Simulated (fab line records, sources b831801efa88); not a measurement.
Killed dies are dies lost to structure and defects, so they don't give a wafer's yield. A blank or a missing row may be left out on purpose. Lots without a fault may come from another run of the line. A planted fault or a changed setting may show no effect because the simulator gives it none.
One fault seen from 2 desks | flow sky130 | each desk has only its own numbers; what lay behind them comes last

THE METROLOGY DESK
What the gauges read, lot by lot, whatever tool the lot ran on: means of the sampled wafers that have a number. A lot is out of limits, marked OUT, if its mean lies more than 4 standard deviations from the usual mean; the brackets give that distance.
Columns: A = LI_CONTACT_W_RS at SKY_LI_CONTACT_RS_MEAS_22, usual 0.2863 ohm/sq; B = CONTACT_BOW at SKY_CONTACT_BOW_MEAS_05, usual 81 um
lot  | first seen here | A      | B
L781 | day 29 12:44    | 0.2887 | 79
L783 | day 29 17:23    | 0.2897 | 75
L784 | day 30 04:14    | 0.2854 | 82
L785 | day 30 10:53    | 0.2846 | 80
L791 | day 32 11:49    | 0.2878 | -
L792 | day 32 22:05    | 0.2852 | -
L795 | day 34 14:57    | 0.2834 | 80
L797 | day 34 16:15    | 0.2870 | 87
L798 | day 34 17:49    | 0.2857 | 88
L799 | day 34 19:33    | 0.2809 | 79
L803 | day 36 09:43    | 0.2840 | 76
This desk's finding: nothing out of limits on any of the 11 lots.

THE TOOL OWNER'S DESK: rie_metal-01
The tool's own readings at SKY_LOCAL_INTERCONNECT_METAL_ETCH_14 (etches TiN in Cl2/BCl3, stops on PSG, target depth 110 nm, time 31.4 s): means of the sampled wafers that have a number, for each lot that ran on this tool. A lot is out of limits, marked OUT, if its mean lies more than 4 standard deviations from the usual mean; the brackets give that distance.
Columns: A = bcl3_flow_sccm at SKY_LOCAL_INTERCONNECT_METAL_ETCH_14, usual 30.01 sccm; B = bias_w at SKY_LOCAL_INTERCONNECT_METAL_ETCH_14, usual 48.52 W; C = drypump_motor_current_A at SKY_LOCAL_INTERCONNECT_METAL_ETCH_14, usual 6.1 A; D = he_backside_leak_sccm at SKY_LOCAL_INTERCONNECT_METAL_ETCH_14, usual 3.3 sccm; E = oes_product_au at SKY_LOCAL_INTERCONNECT_METAL_ETCH_14, usual 0.938 a.u.; F = throttle_valve_pct at SKY_LOCAL_INTERCONNECT_METAL_ETCH_14, usual 21.902 %
lot  | first seen here | A     | B     | C   | D   | E     | F
L785 | day 31 15:30    | 29.93 | 48.31 | 6.3 | 3.3 | 0.945 | 21.897
L795 | day 35 17:50    | 29.96 | 48.34 | 6.3 | 3.2 | 0.942 | 21.900
L798 | day 35 20:53    | 29.91 | 48.66 | 6.4 | 3.4 | 0.944 | 21.887
L803 | day 37 13:02    | 30.00 | 48.45 | 6.3 | 3.4 | 0.942 | 21.894
This desk's finding: nothing out of limits on any of the 4 lots.

PUT TOGETHER
The metrology desk saw nothing out of limits.
The tool owner's desk saw nothing out of limits.

WHAT THE SIMULATOR HAD PUT IN
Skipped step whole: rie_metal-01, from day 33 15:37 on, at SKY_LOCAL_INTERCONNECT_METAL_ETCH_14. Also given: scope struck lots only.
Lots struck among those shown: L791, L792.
